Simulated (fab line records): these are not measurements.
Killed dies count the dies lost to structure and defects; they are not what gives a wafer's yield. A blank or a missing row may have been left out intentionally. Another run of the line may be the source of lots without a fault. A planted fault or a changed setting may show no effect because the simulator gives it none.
Which of the tools did it? :: flow sky130 :: Sampling: 24 lots, 72 wafers, 6 of 708 route steps

## WHAT THE GAUGES SHOWED, per wafer
SKY_LDD_HVP_TW_MEAS_10.
lot: L074
measured: day 20 23:12
on: film metro-01
LDD_HVP_TW: 443 445 444

lot: L075
measured: day 21 03:44
on: film metro-02
LDD_HVP_TW: 456 455 458

lot: L076
measured: day 21 20:52
on: film metro-03
LDD_HVP_TW: 453 454 455

lot: L077
measured: day 22 03:13
on: film metro-01
LDD_HVP_TW: 446 445 445

lot: L078
measured: day 22 10:25
on: film metro-02
LDD_HVP_TW: 453 454 454

lot: L079
measured: day 23 05:51
on: film metro-03
LDD_HVP_TW: 458 458 455

lot: L080
measured: day 23 16:21
on: film metro-01
LDD_HVP_TW: 442 443 442

lot: L081
measured: day 23 19:22
on: film metro-02
LDD_HVP_TW: 457 458 457

lot: L082
measured: day 24 09:40
on: film metro-02
LDD_HVP_TW: 454 455 454

lot: L083
measured: day 24 11:43
on: film metro-03
LDD_HVP_TW: 453 454 454

lot: L084
measured: day 25 01:06
on: film metro-03
LDD_HVP_TW: 451 453 454

lot: L086
measured: day 25 13:46
on: film metro-01
LDD_HVP_TW: 446 445 450

lot: L085
measured: day 25 16:30
on: film metro-03
LDD_HVP_TW: 452 451 454

lot: L087
measured: day 26 01:40
on: film metro-01
LDD_HVP_TW: 442 443 442

lot: L088
measured: day 26 15:38
on: film metro-02
LDD_HVP_TW: 457 457 458

lot: L089
measured: day 26 19:06
on: film metro-02
LDD_HVP_TW: 457 460 456

lot: L090
measured: day 27 01:34
on: film metro-02
LDD_HVP_TW: 456 456 454

lot: L091
measured: day 27 09:54
on: film metro-01
LDD_HVP_TW: 442 441 443

lot: L092
measured: day 27 17:43
on: film metro-02
LDD_HVP_TW: 455 456 456

lot: L093
measured: day 29 23:04
on: film metro-01
LDD_HVP_TW: 446 444 444

lot: L097
measured: day 30 01:18
on: film metro-02
LDD_HVP_TW: 459 454 458

lot: L094
measured: day 30 01:58
on: film metro-03
LDD_HVP_TW: 452 450 451

lot: L096
measured: day 30 05:03
on: film metro-02
LDD_HVP_TW: 455 458 457

lot: L095
measured: day 30 06:55
on: film metro-02
LDD_HVP_TW: 457 456 455

SKY_SD_P_CD_MEAS_07 targets a cd of 380 nm.
lot: L074
measured: day 24 22:40
on: cd sem-02
cd nm (nm): 381.0 382.9 382.1

lot: L075
measured: day 25 00:03
on: cd sem-02
cd nm (nm): 381.1 383.1 380.9

lot: L076
measured: day 25 17:14
on: cd sem-02
cd nm (nm): 382.8 380.3 379.7

lot: L077
measured: day 25 23:23
on: cd sem-02
cd nm (nm): 379.1 379.0 378.6

lot: L078
measured: day 26 05:52
on: cd sem-01
cd nm (nm): 376.8 374.9 377.6

lot: L079
measured: day 27 02:10
on: cd sem-01
cd nm (nm): 377.6 377.5 378.4

lot: L080
measured: day 27 10:16
on: cd sem-01
cd nm (nm): 377.6 378.0 375.4

lot: L081
measured: day 27 14:02
on: cd sem-01
cd nm (nm): 379.4 378.4 377.9

lot: L082
measured: day 28 02:22
on: cd sem-01
cd nm (nm): 385.0 380.2 383.2

lot: L083
measured: day 28 05:14
on: cd sem-01
cd nm (nm): 385.7 383.5 382.6

lot: L084
measured: day 28 22:04
on: cd sem-01
cd nm (nm): 384.4 381.6 384.5

lot: L086
measured: day 29 06:59
on: cd sem-01
cd nm (nm): 383.8 380.2 380.8

lot: L085
measured: day 29 11:03
on: cd sem-02
cd nm (nm): 378.8 380.5 379.7

lot: L087
measured: day 29 18:58
on: cd sem-02
cd nm (nm): 381.5 382.2 381.1

lot: L088
measured: day 30 08:12
on: cd sem-01
cd nm (nm): 383.9 385.2 385.6

lot: L089
measured: day 30 10:58
on: cd sem-02
cd nm (nm): 379.5 380.5 380.0

lot: L090
measured: day 30 17:25
on: cd sem-01
cd nm (nm): 377.5 379.4 378.1

lot: L091
measured: day 31 00:14
on: cd sem-01
cd nm (nm): 383.9 382.5 381.9

lot: L092
measured: day 31 08:55
on: cd sem-01
cd nm (nm): 378.7 375.7 378.8

lot: L093
measured: day 33 11:45
on: cd sem-01
cd nm (nm): 382.5 381.6 381.3

lot: L097
measured: day 33 12:23
on: cd sem-01
cd nm (nm): 382.0 379.2 381.8

lot: L094
measured: day 33 16:02
on: cd sem-01
cd nm (nm): 378.6 379.0 381.6

lot: L096
measured: day 33 16:28
on: cd sem-01
cd nm (nm): 376.7 375.5 378.6

lot: L095
measured: day 33 19:07
on: cd sem-02
cd nm (nm): 375.5 376.8 376.2

SKY_LI_CONTACT_RS_MEAS_22: measurement is done with a four-point probe.
lot: L074
measured: day 28 15:47
on: film metro-02
LI_CONTACT_W_RS (ohm/sq): 0.287 0.285 0.289

lot: L075
measured: day 28 17:53
on: film metro-01
LI_CONTACT_W_RS (ohm/sq): 0.286 0.283 0.287

lot: L076
measured: day 29 09:10
on: film metro-04
LI_CONTACT_W_RS (ohm/sq): 0.284 0.285 0.281

lot: L077
measured: day 29 16:33
on: film metro-02
LI_CONTACT_W_RS (ohm/sq): 0.281 0.281 0.277

lot: L078
measured: day 29 23:33
on: film metro-01
LI_CONTACT_W_RS (ohm/sq): 0.284 0.282 0.285

lot: L079
measured: day 30 19:05
on: film metro-04
LI_CONTACT_W_RS (ohm/sq): 0.293 0.294 0.284

lot: L080
measured: day 31 02:22
on: film metro-04
LI_CONTACT_W_RS (ohm/sq): 0.286 0.289 0.283

lot: L081
measured: day 31 04:53
on: film metro-02
LI_CONTACT_W_RS (ohm/sq): 0.289 0.292 0.285

lot: L082
measured: day 31 17:58
on: film metro-04
LI_CONTACT_W_RS (ohm/sq): 0.289 0.288 0.287

lot: L083
measured: day 31 20:59
on: film metro-04
LI_CONTACT_W_RS (ohm/sq): 0.288 0.288 0.289

lot: L084
measured: day 32 11:53
on: film metro-02
LI_CONTACT_W_RS (ohm/sq): 0.286 0.291 0.286

lot: L086
measured: day 32 19:52
on: film metro-04
LI_CONTACT_W_RS (ohm/sq): 0.288 0.290 0.288

lot: L085
measured: day 32 23:38
on: film metro-01
LI_CONTACT_W_RS (ohm/sq): 0.285 0.288 0.289

lot: L087
measured: day 33 08:26
on: film metro-02
LI_CONTACT_W_RS (ohm/sq): 0.283 0.287 0.283

lot: L088
measured: day 33 20:43
on: film metro-02
LI_CONTACT_W_RS (ohm/sq): 0.288 0.283 0.284

lot: L089
measured: day 33 23:05
on: film metro-04
LI_CONTACT_W_RS (ohm/sq): 0.289 0.288 0.290

lot: L090
measured: day 34 05:17
on: film metro-02
LI_CONTACT_W_RS (ohm/sq): 0.286 0.285 0.281

lot: L091
measured: day 34 10:59
on: film metro-02
LI_CONTACT_W_RS (ohm/sq): 0.284 0.291 0.287

lot: L092
measured: day 34 20:09
on: film metro-01
LI_CONTACT_W_RS (ohm/sq): 0.279 0.284 0.283

lot: L093
measured: day 36 22:00
on: film metro-01
LI_CONTACT_W_RS (ohm/sq): 0.283 0.282 0.285

lot: L097
measured: day 36 22:02
on: film metro-04
LI_CONTACT_W_RS (ohm/sq): 0.284 0.287 0.282

lot: L094
measured: day 37 01:10
on: film metro-02
LI_CONTACT_W_RS (ohm/sq): 0.285 0.281 0.282

lot: L096
measured: day 37 02:41
on: film metro-01
LI_CONTACT_W_RS (ohm/sq): 0.287 0.286 0.288

lot: L095
measured: day 37 05:30
on: film metro-04
LI_CONTACT_W_RS (ohm/sq): 0.284 0.290 0.284

SKY_METAL2_RS_MEAS_05: measurement is done with a four-point probe.
lot: L074
measured: day 33 13:25
on: film metro-02
METAL2_ALCU_RS (ohm/sq): 0.1275 0.1271 0.1269

lot: L075
measured: day 33 16:20
on: film metro-01
METAL2_ALCU_RS (ohm/sq): 0.1298 0.1301 0.1297

lot: L076
measured: day 34 05:01
on: film metro-03
METAL2_ALCU_RS (ohm/sq): 0.1298 0.1265 0.1267

lot: L077
measured: day 34 11:53
on: film metro-02
METAL2_ALCU_RS (ohm/sq): 0.1277 0.1274 0.1256

lot: L078
measured: day 34 18:30
on: film metro-03
METAL2_ALCU_RS (ohm/sq): 0.1252 0.1249 0.1256

lot: L079
measured: day 35 13:58
on: film metro-01
METAL2_ALCU_RS (ohm/sq): 0.1256 0.1268 0.1266

lot: L080
measured: day 35 21:10
on: film metro-01
METAL2_ALCU_RS (ohm/sq): 0.1274 0.1265 0.1248

lot: L081
measured: day 35 22:55
on: film metro-01
METAL2_ALCU_RS (ohm/sq): 0.1235 0.1240 0.1246

lot: L082
measured: day 36 12:24
on: film metro-03
METAL2_ALCU_RS (ohm/sq): 0.1247 0.1256 0.1226

lot: L083
measured: day 36 15:58
on: film metro-02
METAL2_ALCU_RS (ohm/sq): 0.1294 0.1275 0.1298

lot: L084
measured: day 37 06:40
on: film metro-02
METAL2_ALCU_RS (ohm/sq): 0.1249 0.1259 0.1267

lot: L086
measured: day 37 13:25
on: film metro-03
METAL2_ALCU_RS (ohm/sq): 0.1277 0.1273 0.1276

lot: L085
measured: day 37 15:40
on: film metro-02
METAL2_ALCU_RS (ohm/sq): 0.1268 0.1269 0.1265

lot: L087
measured: day 38 01:13
on: film metro-02
METAL2_ALCU_RS (ohm/sq): 0.1264 0.1267 0.1267

lot: L088
measured: day 38 11:28
on: film metro-03
METAL2_ALCU_RS (ohm/sq): 0.1253 0.1227 0.1244

lot: L089
measured: day 38 13:08
on: film metro-03
METAL2_ALCU_RS (ohm/sq): 0.1255 0.1233 0.1237

lot: L090
measured: day 38 21:34
on: film metro-01
METAL2_ALCU_RS (ohm/sq): 0.1281 0.1290 0.1295

lot: L091
measured: day 39 03:18
on: film metro-02
METAL2_ALCU_RS (ohm/sq): 0.1276 0.1272 0.1265

lot: L092
measured: day 39 11:28
on: film metro-03
METAL2_ALCU_RS (ohm/sq): 0.1278 0.1276 0.1273

lot: L093
measured: day 41 10:25
on: film metro-03
METAL2_ALCU_RS (ohm/sq): 0.1281 0.1274 0.1273

lot: L097
measured: day 41 10:44
on: film metro-02
METAL2_ALCU_RS (ohm/sq): 0.1265 0.1263 0.1269

lot: L094
measured: day 41 12:52
on: film metro-02
METAL2_ALCU_RS (ohm/sq): 0.1275 0.1283 0.1273

lot: L096
measured: day 41 13:34
on: film metro-02
METAL2_ALCU_RS (ohm/sq): 0.1258 0.1269 0.1262

lot: L095
measured: day 41 15:53
on: film metro-02
METAL2_ALCU_RS (ohm/sq): 0.1285 0.1261 0.1269

## EACH LOT AND THE TOOL THAT RAN IT (in order: tool; ch and the chambers of the sampled wafers; start)
lot: L074
SKY_CONTACT_ETCH_16: rie diel-03 ch 0,2, day 31 02:20
SKY_VIA1_CMP_02: cmp-02 ch 1,2,3, day 32 08:19

lot: L075
SKY_CONTACT_ETCH_16: rie diel-01 ch 1,2,3, day 31 05:08
SKY_VIA1_CMP_02: cmp-02 ch 2,3, day 32 11:35

lot: L076
SKY_CONTACT_ETCH_16: rie diel-03 ch 0,1,3, day 31 18:28
SKY_VIA1_CMP_02: cmp-02 ch 0,3, day 33 00:41

lot: L077
SKY_CONTACT_ETCH_16: rie diel-02 ch 1,2,3, day 32 01:46
SKY_VIA1_CMP_02: cmp-02 ch 0,2,3, day 33 08:34

lot: L078
SKY_CONTACT_ETCH_16: rie diel-02 ch 0,1,2, day 32 08:40
SKY_VIA1_CMP_02: cmp-01 ch 0,2, day 33 14:05

lot: L079
SKY_CONTACT_ETCH_16: rie diel-02 ch 0,2, day 33 03:37
SKY_VIA1_CMP_02: cmp-01 ch 1,2, day 34 09:27

lot: L080
SKY_CONTACT_ETCH_16: rie diel-02 ch 1,2, day 33 11:26
SKY_VIA1_CMP_02: cmp-01 ch 0,2,3, day 34 16:22

lot: L081
SKY_CONTACT_ETCH_16: rie diel-02 ch 0,2, day 33 12:59
SKY_VIA1_CMP_02: cmp-02 ch 0,1,3, day 34 18:32

lot: L082
SKY_CONTACT_ETCH_16: rie diel-01 ch 0,1,3, day 34 02:34
SKY_VIA1_CMP_02: cmp-01 ch 0,1,3, day 35 07:53

lot: L083
SKY_CONTACT_ETCH_16: rie diel-02 ch 0,1,3, day 34 04:55
SKY_VIA1_CMP_02: cmp-01 ch 1,3, day 35 10:53

lot: L084
SKY_CONTACT_ETCH_16: rie diel-01 ch 1,3, day 34 19:58
SKY_VIA1_CMP_02: cmp-02 ch 1,2,3, day 36 01:50

lot: L086
SKY_CONTACT_ETCH_16: rie diel-03 ch 0,2,3, day 35 03:13
SKY_VIA1_CMP_02: cmp-01 ch 1,2,3, day 36 09:20

lot: L085
SKY_CONTACT_ETCH_16: rie diel-03 ch 0,3, day 35 07:07
SKY_VIA1_CMP_02: cmp-02 ch 0,2,3, day 36 12:06

lot: L087
SKY_CONTACT_ETCH_16: rie diel-01 ch 1,3, day 35 15:55
SKY_VIA1_CMP_02: cmp-01 ch 0,2,3, day 36 21:16

lot: L088
SKY_CONTACT_ETCH_16: rie diel-03 ch 0,1,2, day 36 02:52
SKY_VIA1_CMP_02: cmp-02 ch 0,2,3, day 37 08:43

lot: L089
SKY_CONTACT_ETCH_16: rie diel-01 ch 0,3, day 36 05:40
SKY_VIA1_CMP_02: cmp-02 ch 0,1, day 37 10:25

lot: L090
SKY_CONTACT_ETCH_16: rie diel-02 ch 1,2, day 36 12:52
SKY_VIA1_CMP_02: cmp-02 ch 1,2, day 37 17:56

lot: L091
SKY_CONTACT_ETCH_16: rie diel-01 ch 1,2,3, day 36 18:44
SKY_VIA1_CMP_02: cmp-02 ch 1,2, day 38 00:10

lot: L092
SKY_CONTACT_ETCH_16: rie diel-02 ch 0,2, day 37 04:07
SKY_VIA1_CMP_02: cmp-02 ch 0,1,2, day 38 08:16

lot: L093
SKY_CONTACT_ETCH_16: rie diel-01 ch 0,1, day 39 03:25
SKY_VIA1_CMP_02: cmp-02 ch 1,2,3, day 40 08:23

lot: L097
SKY_CONTACT_ETCH_16: rie diel-02 ch 0,2, day 39 03:56
SKY_VIA1_CMP_02: cmp-02 ch 0,1, day 40 08:41

lot: L094
SKY_CONTACT_ETCH_16: rie diel-01 ch 0,1,3, day 39 05:52
SKY_VIA1_CMP_02: cmp-01 ch 0,1,3, day 40 10:11

lot: L096
SKY_CONTACT_ETCH_16: rie diel-02 ch 0,1,3, day 39 07:19
SKY_VIA1_CMP_02: cmp-01 ch 0,2, day 40 11:04

lot: L095
SKY_CONTACT_ETCH_16: rie diel-02 ch 0,3, day 39 09:37
SKY_VIA1_CMP_02: cmp-02 ch 0,2,3, day 40 13:29
- SKY_CONTACT_ETCH_16: etches BARC in N2/H2, stops on SiO2, time 45.9 s, target depth 60 nm.
- SKY_VIA1_CMP_02: polishes SiO2.

## WHAT THE TOOLS THEMSELVES READ (means of the sampled wafers that have a number; where no wafer has one, the mark that the record gives instead)
SKY_CONTACT_ETCH_16.
lot: L074
tool: rie diel-03
drypump motor current A (A): 5.8
oes product au (a.u.): 0.854
throttle valve pct (%): 13.230

lot: L075
tool: rie diel-01
drypump motor current A (A): 6.0
oes product au (a.u.): 0.858
throttle valve pct (%): 13.225

lot: L076
tool: rie diel-03
drypump motor current A (A): 5.6
oes product au (a.u.): 0.853
throttle valve pct (%): 13.228

lot: L077
tool: rie diel-02
drypump motor current A (A): 5.6
oes product au (a.u.): 0.852
throttle valve pct (%): 13.226

lot: L078
tool: rie diel-02
drypump motor current A (A): 5.4
oes product au (a.u.): 0.851
throttle valve pct (%): 13.224

lot: L079
tool: rie diel-02
drypump motor current A (A): 5.4
oes product au (a.u.): 0.852
throttle valve pct (%): 13.230

lot: L080
tool: rie diel-02
drypump motor current A (A): 5.4
oes product au (a.u.): 0.858
throttle valve pct (%): 13.223

lot: L081
tool: rie diel-02
drypump motor current A (A): 5.4
oes product au (a.u.): 0.853
throttle valve pct (%): 13.237

lot: L082
tool: rie diel-01
drypump motor current A (A): 5.6
oes product au (a.u.): 0.852
throttle valve pct (%): 13.217

lot: L083
tool: rie diel-02
drypump motor current A (A): 5.6
oes product au (a.u.): 0.851
throttle valve pct (%): 13.223

lot: L084
tool: rie diel-01
drypump motor current A (A): 5.8
oes product au (a.u.): 0.860
throttle valve pct (%): 13.222

lot: L086
tool: rie diel-03
drypump motor current A (A): 5.4
oes product au (a.u.): 0.855
throttle valve pct (%): 13.226

lot: L085
tool: rie diel-03
drypump motor current A (A): 5.3
oes product au (a.u.): 0.850
throttle valve pct (%): 13.221

lot: L087
tool: rie diel-01
drypump motor current A (A): 5.8
oes product au (a.u.): 0.857
throttle valve pct (%): 13.226

lot: L088
tool: rie diel-03
drypump motor current A (A): 5.7
oes product au (a.u.): 0.851
throttle valve pct (%): 13.230

lot: L089
tool: rie diel-01
drypump motor current A (A): 5.5
oes product au (a.u.): 0.862
throttle valve pct (%): 13.228

lot: L090
tool: rie diel-02
drypump motor current A (A): 5.4
oes product au (a.u.): 0.854
throttle valve pct (%): 13.225

lot: L091
tool: rie diel-01
drypump motor current A (A): 6.0
oes product au (a.u.): 0.857
throttle valve pct (%): 13.230

lot: L092
tool: rie diel-02
drypump motor current A (A): 5.4
oes product au (a.u.): 0.856
throttle valve pct (%): 13.223

lot: L093
tool: rie diel-01
drypump motor current A (A): 5.7
oes product au (a.u.): 0.851
throttle valve pct (%): 13.222

lot: L097
tool: rie diel-02
drypump motor current A (A): 5.4
oes product au (a.u.): 0.855
throttle valve pct (%): 13.235

lot: L094
tool: rie diel-01
drypump motor current A (A): 5.5
oes product au (a.u.): 0.859
throttle valve pct (%): 13.217

lot: L096
tool: rie diel-02
drypump motor current A (A): 5.6
oes product au (a.u.): 0.855
throttle valve pct (%): 13.234

lot: L095
tool: rie diel-02
drypump motor current A (A): 5.7
oes product au (a.u.): 0.851
throttle valve pct (%): 13.222

SKY_VIA1_CMP_02.
lot: L074
tool: cmp-02
motor current A (A): 13.0

lot: L075
tool: cmp-02
motor current A (A): 13.2

lot: L076
tool: cmp-02
motor current A (A): 12.1

lot: L077
tool: cmp-02
motor current A (A): 13.3

lot: L078
tool: cmp-01
motor current A (A): 13.0

lot: L079
tool: cmp-01
motor current A (A): 12.5

lot: L080
tool: cmp-01
motor current A (A): 12.4

lot: L081
tool: cmp-02
motor current A (A): 11.7

lot: L082
tool: cmp-01
motor current A (A): 13.1

lot: L083
tool: cmp-01
motor current A (A): 12.9

lot: L084
tool: cmp-02
motor current A (A): 12.7

lot: L086
tool: cmp-01
motor current A (A): 12.4

lot: L085
tool: cmp-02
motor current A (A): 13.1

lot: L087
tool: cmp-01
motor current A (A): 12.4

lot: L088
tool: cmp-02
motor current A (A): 12.5

lot: L089
tool: cmp-02
motor current A (A): 10.8

lot: L090
tool: cmp-02
motor current A (A): 13.4

lot: L091
tool: cmp-02
motor current A (A): 13.3

lot: L092
tool: cmp-02
motor current A (A): 12.1

lot: L093
tool: cmp-02
motor current A (A): 12.4

lot: L097
tool: cmp-02
motor current A (A): 11.2

lot: L094
tool: cmp-01
motor current A (A): 12.4

lot: L096
tool: cmp-01
motor current A (A): 12.4

lot: L095
tool: cmp-02
motor current A (A): 13.1

## THE ANSWER, worked out from the rows above alone
Rule: what is usual is taken from the lots themselves. The widest of any qualifying gaps counts: lots, ordered by their means at a reading, are off when they make up no more than a third of the lots, leave a main group of 4 or more, and stand apart from it by 3 or more times the standard deviation of that group's means. A main group whose means are all the same, to the digits that the tables above print for the reading, isn't used. A lot without any number at a reading at which 4 lots or more have one is off too. Where the step has rows for the other lots, those lots are counted as sound. The gauges are gone through in route order, then the tools' own readings, and for those a lot's mean is taken as printed above. The first step at which some lot is off is used, and at that step the reading that is off furthest; a lot without a number counts as furthest.
No lot is off at any reading shown: from this, nothing can be told.

## WHAT THE SIMULATOR HAD PUT IN
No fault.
